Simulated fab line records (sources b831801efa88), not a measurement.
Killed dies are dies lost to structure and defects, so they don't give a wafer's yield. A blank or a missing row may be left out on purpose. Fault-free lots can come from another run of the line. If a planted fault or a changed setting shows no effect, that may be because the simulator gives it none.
Split-lot experiment / flow gf180mcu / 5 lots, 23 wafers read, on a route of 602 steps

## THE SPLIT
At GF_MIM_SPUTTER_09 (material TiN, target thk 35 nm, time 29.2 s), the setting time_s was moved away from the recipe's 29.2 s on 7 of the 23 wafers read, by -10.5% to +8.1%. The other wafers ran this setting at the recipe's value.

The reading comes from the split's own step.

## THE READING
TiN_of_MIM_SPUTTER_09.thk_nm (the simulator's own value, which no gauge read), in nm, at GF_MIM_SPUTTER_09 (material TiN, target thk 35 nm, time 29.2 s). No usual value for it is given in the file. Here, 16 wafers ran the recipe; their average is 34.98 nm with a standard deviation of 0.24 nm.

wafer=L075.1; tool, chamber at the split=pvd_sputter-01, -; time_s as run, s=30.76; against the recipe=+5.3%; TiN_of_MIM_SPUTTER_09.thk_nm, nm=36.71; against lot-mates on the recipe=+1.82
wafer=L075.2; tool, chamber at the split=pvd_sputter-01, -; time_s as run, s=29.2; against the recipe=recipe; TiN_of_MIM_SPUTTER_09.thk_nm, nm=35.24; against lot-mates on the recipe=-
wafer=L075.3; tool, chamber at the split=pvd_sputter-01, -; time_s as run, s=29.2; against the recipe=recipe; TiN_of_MIM_SPUTTER_09.thk_nm, nm=34.91; against lot-mates on the recipe=-
wafer=L075.4; tool, chamber at the split=pvd_sputter-01, -; time_s as run, s=29.2; against the recipe=recipe; TiN_of_MIM_SPUTTER_09.thk_nm, nm=34.51; against lot-mates on the recipe=-
wafer=L075.6; tool, chamber at the split=pvd_sputter-01, -; time_s as run, s=30.76; against the recipe=+5.3%; TiN_of_MIM_SPUTTER_09.thk_nm, nm=37.02; against lot-mates on the recipe=+2.13
wafer=L079.1; tool, chamber at the split=pvd_sputter-01, -; time_s as run, s=31.57; against the recipe=+8.1%; TiN_of_MIM_SPUTTER_09.thk_nm, nm=38.19; against lot-mates on the recipe=+2.86
wafer=L079.2; tool, chamber at the split=pvd_sputter-01, -; time_s as run, s=31.57; against the recipe=+8.1%; TiN_of_MIM_SPUTTER_09.thk_nm, nm=38.04; against lot-mates on the recipe=+2.71
wafer=L079.3; tool, chamber at the split=pvd_sputter-01, -; time_s as run, s=29.2; against the recipe=recipe; TiN_of_MIM_SPUTTER_09.thk_nm, nm=35.55; against lot-mates on the recipe=-
wafer=L079.4; tool, chamber at the split=pvd_sputter-01, -; time_s as run, s=31.57; against the recipe=+8.1%; TiN_of_MIM_SPUTTER_09.thk_nm, nm=38.12; against lot-mates on the recipe=+2.79
wafer=L079.5; tool, chamber at the split=pvd_sputter-01, -; time_s as run, s=29.2; against the recipe=recipe; TiN_of_MIM_SPUTTER_09.thk_nm, nm=35.12; against lot-mates on the recipe=-
wafer=L078.2; tool, chamber at the split=pvd_sputter-01, -; time_s as run, s=29.2; against the recipe=recipe; TiN_of_MIM_SPUTTER_09.thk_nm, nm=34.77; against lot-mates on the recipe=-
wafer=L078.3; tool, chamber at the split=pvd_sputter-01, -; time_s as run, s=29.2; against the recipe=recipe; TiN_of_MIM_SPUTTER_09.thk_nm, nm=34.81; against lot-mates on the recipe=-
wafer=L078.4; tool, chamber at the split=pvd_sputter-01, -; time_s as run, s=29.2; against the recipe=recipe; TiN_of_MIM_SPUTTER_09.thk_nm, nm=34.83; against lot-mates on the recipe=-
wafer=L078.5; tool, chamber at the split=pvd_sputter-01, -; time_s as run, s=26.13; against the recipe=-10.5%; TiN_of_MIM_SPUTTER_09.thk_nm, nm=31.32; against lot-mates on the recipe=-3.48
wafer=L078.6; tool, chamber at the split=pvd_sputter-01, -; time_s as run, s=26.13; against the recipe=-10.5%; TiN_of_MIM_SPUTTER_09.thk_nm, nm=31.36; against lot-mates on the recipe=-3.44
wafer=L082.1; tool, chamber at the split=pvd_sputter-01, -; time_s as run, s=29.2; against the recipe=recipe; TiN_of_MIM_SPUTTER_09.thk_nm, nm=34.9; against lot-mates on the recipe=-
wafer=L082.2; tool, chamber at the split=pvd_sputter-01, -; time_s as run, s=29.2; against the recipe=recipe; TiN_of_MIM_SPUTTER_09.thk_nm, nm=35.3; against lot-mates on the recipe=-
wafer=L082.3; tool, chamber at the split=pvd_sputter-01, -; time_s as run, s=29.2; against the recipe=recipe; TiN_of_MIM_SPUTTER_09.thk_nm, nm=34.84; against lot-mates on the recipe=-
wafer=L082.4; tool, chamber at the split=pvd_sputter-01, -; time_s as run, s=29.2; against the recipe=recipe; TiN_of_MIM_SPUTTER_09.thk_nm, nm=34.98; against lot-mates on the recipe=-
wafer=L082.6; tool, chamber at the split=pvd_sputter-01, -; time_s as run, s=29.2; against the recipe=recipe; TiN_of_MIM_SPUTTER_09.thk_nm, nm=34.77; against lot-mates on the recipe=-
wafer=L085.2; tool, chamber at the split=pvd_sputter-03, -; time_s as run, s=29.2; against the recipe=recipe; TiN_of_MIM_SPUTTER_09.thk_nm, nm=35.13; against lot-mates on the recipe=-
wafer=L085.3; tool, chamber at the split=pvd_sputter-03, -; time_s as run, s=29.2; against the recipe=recipe; TiN_of_MIM_SPUTTER_09.thk_nm, nm=35.11; against lot-mates on the recipe=-
wafer=L085.4; tool, chamber at the split=pvd_sputter-03, -; time_s as run, s=29.2; against the recipe=recipe; TiN_of_MIM_SPUTTER_09.thk_nm, nm=34.93; against lot-mates on the recipe=-

FIT RESULTS
A straight line over all 23 wafers: TiN_of_MIM_SPUTTER_09.thk_nm changes by +0.363 nm for each +1% of time_s; r = +0.99; the points scatter about the line by 0.23 nm.
The same after taking each lot's own level away (the mean of its wafers on the recipe; 23 wafers): +0.339 nm for each +1%; r = +0.99; scatter 0.18 nm.
That fit puts the effect of the largest move of time_s on the reading at 3.6 nm.
From 34.803 to 35.335 nm: that is the span of the lots' own levels, equal to 2.2 times the standard deviation above.
Consequently the slope shifts little with the lot-to-lot level, the two slopes agreeing.
Check: for one of the wafers moved furthest among these (-10.5%), held out of the fit, the line's prediction against its lot-mates is -3.56 nm. It came out at -3.48 nm against them.

## OTHER SPLITS APPLIED TO THESE WAFERS
Other splits were also applied to these wafers ahead of the reading. Each is held against what the fit with the lots' levels taken away leaves over:
other split on the same wafers=GF_M4_SPUTTER_02 time_s; wafers away from the commonest value=7; r with TiN_of_MIM_SPUTTER_09.thk_nm (lot level and that fit taken away)=-0.11
other split on the same wafers=GF_V4_CMP_04 leave_above_ref_nm; wafers away from the commonest value=4; r with TiN_of_MIM_SPUTTER_09.thk_nm (lot level and that fit taken away)=-0.38
other split on the same wafers=GF_V4_PEB_12 peb_temp_c; wafers away from the commonest value=10; r with TiN_of_MIM_SPUTTER_09.thk_nm (lot level and that fit taken away)=-0.06
other split on the same wafers=GF_V4_ETCH_16 source_w; wafers away from the commonest value=11; r with TiN_of_MIM_SPUTTER_09.thk_nm (lot level and that fit taken away)=-0.12
other split on the same wafers=GF_MIM_SPUTTER_01 time_s; wafers away from the commonest value=12; r with TiN_of_MIM_SPUTTER_09.thk_nm (lot level and that fit taken away)=-0.06

## THE FILE'S OWN FIT
TiN_of_MIM_SPUTTER_09.thk_nm changes by +0.339 nm for each +1% of time_s, r = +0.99.
